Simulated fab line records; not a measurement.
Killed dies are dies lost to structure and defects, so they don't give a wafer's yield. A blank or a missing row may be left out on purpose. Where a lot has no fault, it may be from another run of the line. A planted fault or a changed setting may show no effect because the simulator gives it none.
Chamber matching || flow sky130 || rie diel-03 running SKY_PASSIVATION_ETCH_11: 4 sister chambers
The step etches the open film in CF4/O2, stops on AlCu, target depth 725 nm, time 161.1 s. 8 wafers are shown with their chamber, then 8 later ones without.

## WAFERS PAIRED WITH THEIR CHAMBERS
{"wafer": "L075.5", "chamber": 0, "drypump motor current A (A)": 5.3, "throttle valve pct (%)": 5.976}
{"wafer": "L077.4", "chamber": 1, "drypump motor current A (A)": 6.0, "throttle valve pct (%)": 5.972}
{"wafer": "L080.4", "chamber": 3, "drypump motor current A (A)": 5.2, "throttle valve pct (%)": 5.967}
{"wafer": "L080.5", "chamber": 2, "drypump motor current A (A)": 5.9, "throttle valve pct (%)": 5.959}
{"wafer": "L086.2", "chamber": 1, "drypump motor current A (A)": 5.9, "throttle valve pct (%)": 5.956}
{"wafer": "L086.4", "chamber": 2, "drypump motor current A (A)": 5.8, "throttle valve pct (%)": 5.968}
{"wafer": "L086.5", "chamber": 0, "drypump motor current A (A)": 5.3, "throttle valve pct (%)": 5.967}
{"wafer": "L090.2", "chamber": 3, "drypump motor current A (A)": 5.2, "throttle valve pct (%)": 5.977}

## WAFERS WHOSE CHAMBER IS MISSING
{"wafer": "L090.5", "drypump motor current A (A)": 5.9, "throttle valve pct (%)": 5.968}
{"wafer": "L090.6", "drypump motor current A (A)": 5.9, "throttle valve pct (%)": 5.953}
{"wafer": "L094.3", "drypump motor current A (A)": 5.9, "throttle valve pct (%)": 5.963}
{"wafer": "L094.4", "drypump motor current A (A)": 5.2, "throttle valve pct (%)": 5.981}
{"wafer": "L094.5", "drypump motor current A (A)": 5.2, "throttle valve pct (%)": 5.959}
{"wafer": "L096.1", "drypump motor current A (A)": 5.9, "throttle valve pct (%)": 5.966}
{"wafer": "L096.2", "drypump motor current A (A)": 5.2, "throttle valve pct (%)": 5.969}
{"wafer": "L096.3", "drypump motor current A (A)": 5.9, "throttle valve pct (%)": 5.962}

## WHICH CHAMBER EACH ONE RAN IN
{"wafer": "L090.5", "from the rows above": "can't be placed: 1 or 2", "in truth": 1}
{"wafer": "L090.6", "from the rows above": "can't be placed: 2 or 1", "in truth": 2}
{"wafer": "L094.3", "from the rows above": "can't be placed: 2 or 1", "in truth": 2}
{"wafer": "L094.4", "from the rows above": "can't be placed: 3 or 0", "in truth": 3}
{"wafer": "L094.5", "from the rows above": "can't be placed: 3 or 0", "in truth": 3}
{"wafer": "L096.1", "from the rows above": "can't be placed: 1 or 2", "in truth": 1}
{"wafer": "L096.2", "from the rows above": "can't be placed: 3 or 0", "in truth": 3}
{"wafer": "L096.3", "from the rows above": "can't be placed: 2 or 1", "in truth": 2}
0 of 8 placed correctly. Unplaceable from these rows: 8, with the true chamber sitting among the candidates in 8. 0 placed wrongly.
How it was worked out, from the rows above alone: a wafer's distance from a chamber is the root of the sum, over the readings, of the square of ((its reading less the chamber's mean) divided by the reading's scatter). If the next closest chamber is less than 2 further off than the closest, the wafer can't be placed; otherwise it belongs to the closest. A chamber's mean is the mean of its shown wafers. The scatter is the square root of a quotient: the sum, over the shown wafers, of each reading's squared deviation from its chamber's mean, divided by wafers minus chambers.
